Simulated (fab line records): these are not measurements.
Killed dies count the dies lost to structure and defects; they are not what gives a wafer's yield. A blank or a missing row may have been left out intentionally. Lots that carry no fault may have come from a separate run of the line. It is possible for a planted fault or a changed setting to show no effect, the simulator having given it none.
Tool commonality check | flow gf180mcu | Sample size 12 lots and 36 wafers

== REASON FOR OPENING ==
Of 12 lots, 1 have the reading HV_LDD_4_TW flagged at GF_HV_LDD_TW_MEAS_50. Fault-free wafers read 566, with a standard deviation of 3.8.
Rule: flag the lot when none of its wafers has a number, or when each of its wafers that has one lies beyond 4 standard deviations from that mean. As for the other lots, they are considered sound.

lot  | measured     | on            | HV_LDD_4_TW, wafer by wafer | flag
L448 | day 13 09:38 | film-metro-04 | 572 571 570                 |
L449 | day 13 10:23 | film-metro-01 | 565 563 564                 |
L450 | day 13 17:30 | film-metro-04 | 30 30 30                    | FLAGGED
L458 | day 16 09:37 | film-metro-01 | 565 563 564                 |
L459 | day 16 17:31 | film-metro-02 | 565 566 565                 |
L460 | day 17 03:54 | film-metro-01 | 562 561 561                 |
L461 | day 17 10:22 | film-metro-02 | 563 566 567                 |
L464 | day 18 07:46 | film-metro-04 | 570 575 568                 |
L465 | day 18 16:53 | film-metro-02 | 564 564 565                 |
L467 | day 19 13:43 | film-metro-04 | 574 576 571                 |
L468 | day 19 16:37 | film-metro-04 | 573 570 571                 |
L469 | day 19 21:11 | film-metro-01 | 563 564 562                 |
Flagged lots average 30: -536 relative to the usual, that is -99 or more standard deviations.

== WHICH TOOL RAN EACH LOT ==
The record holds 1 process step before the reading, out of a route of 602 steps. In each cell: the tool, then ch and the chambers that the sampled wafers went through, then the start.
lot  | flag    | GF_HV_LDD_EXPOSE_43
L448 |         | iline-stepper-01 ch 0, day 12 23:14
L449 |         | iline-stepper-01 ch 0, day 13 00:09
L450 | FLAGGED | iline-stepper-02 ch 0, day 13 07:17
L458 |         | iline-stepper-01 ch 0, day 15 22:45
L459 |         | iline-stepper-02 ch 0, day 16 05:44
L460 |         | iline-stepper-01 ch 0, day 16 16:19
L461 |         | iline-stepper-01 ch 0, day 16 22:29
L464 |         | iline-stepper-02 ch 0, day 17 20:02
L465 |         | iline-stepper-02 ch 0, day 18 05:25
L467 |         | iline-stepper-01 ch 0, day 19 01:29
L468 |         | iline-stepper-01 ch 0, day 19 04:35
L469 |         | iline-stepper-02 ch 0, day 19 09:00
These steps, and what they do:
- GF_HV_LDD_EXPOSE_43: exposes mask Pplus HV AREA, target cd 400 nm.
- GF_HV_LDD_TW_MEAS_50

== FLAGGED AGAINST TOTAL, ONE TOOL AT A TIME (gauges that did the reading follow at the end) ==
step                 | tool             | lots run | flagged | share of the flagged lots | sound lots run after its first flagged lot
GF_HV_LDD_EXPOSE_43  | iline-stepper-01 | 7        | 0       | none                      | -
GF_HV_LDD_EXPOSE_43  | iline-stepper-02 | 5        | 1       | all                       | 4 (L459,L464,L465,L469)
GF_HV_LDD_TW_MEAS_50 | film-metro-01    | 4        | 0       | none                      | -
GF_HV_LDD_TW_MEAS_50 | film-metro-02    | 3        | 0       | none                      | -
GF_HV_LDD_TW_MEAS_50 | film-metro-04    | 5        | 1       | all                       | 3 (L464,L467,L468)

== WHAT THE TABLE ALLOWS ==
Table rows that saw every flagged lot: 2, namely iline-stepper-02 at GF_HV_LDD_EXPOSE_43 and film-metro-04 at GF_HV_LDD_TW_MEAS_50.
- iline-stepper-02 at GF_HV_LDD_EXPOSE_43: 1 of its 5 lots flagged. After the first flagged lot (L459, L464, L465, L469), sound lots still ran on it; a lasting fault on the whole tool would not permit that.
- film-metro-04 at GF_HV_LDD_TW_MEAS_50: 1 of its 5 lots flagged. After the first flagged lot (L464, L467, L468), sound lots still ran on it; a lasting fault on the whole tool would not permit that.
No row of the table ran every flagged lot and no sound lot after the first.

== WHAT THE SIMULATOR HAD PUT IN ==
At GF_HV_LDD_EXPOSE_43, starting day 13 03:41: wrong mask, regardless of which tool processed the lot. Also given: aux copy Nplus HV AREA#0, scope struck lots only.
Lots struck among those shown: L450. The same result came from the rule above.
